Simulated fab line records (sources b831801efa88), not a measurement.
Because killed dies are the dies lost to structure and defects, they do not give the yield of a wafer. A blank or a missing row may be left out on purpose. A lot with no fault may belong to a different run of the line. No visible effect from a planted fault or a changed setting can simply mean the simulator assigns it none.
Which tool did it? :: flow gf180mcu :: 6 lots, 18 wafers sampled, at 1 step of a route of 602

## WHAT THE GAUGES READ, wafer by wafer
GF_V3_THK_MEAS_03.
lot: L107
measured: day 22 22:43
on: film_metro-02
V3_CVD_02_THK (nm): 840 845 864

lot: L113
measured: day 25 04:04
on: film_metro-02
V3_CVD_02_THK (nm): 846 849 876

lot: L116
measured: day 26 01:38
on: film_metro-03
V3_CVD_02_THK (nm): 844 845 877

lot: L120
measured: day 27 10:19
on: film_metro-04
V3_CVD_02_THK (nm): 844 855 855

lot: L124
measured: day 28 04:28
on: film_metro-03
V3_CVD_02_THK (nm): 870 855 872

lot: L126
measured: day 28 23:50
on: film_metro-02
V3_CVD_02_THK (nm): 850 858 862

## WHAT TOOL EACH LOT RAN ON (gives the tool, then ch and the chambers of the sampled wafers, and finally the start)
The record holds no process step before these readings.

## THE ANSWER, worked out from the rows above alone
Rule: the lots themselves supply what counts as usual. The widest of any qualifying gaps counts: lots, ordered by their means at a reading, are off when they make up no more than a third of the lots, leave a main group of 4 or more, and stand apart from it by 3 or more times the standard deviation of that group's means. The tables above print the reading to a certain number of digits; a main group whose means all agree to those digits is not used. Also off: a lot with no number at a reading for which 4 or more lots have one. Any other lot the step has rows for is counted as sound.
Nothing can be told from this: no lot is off at any reading shown.

## WHAT THE SIMULATOR HAD INSERTED
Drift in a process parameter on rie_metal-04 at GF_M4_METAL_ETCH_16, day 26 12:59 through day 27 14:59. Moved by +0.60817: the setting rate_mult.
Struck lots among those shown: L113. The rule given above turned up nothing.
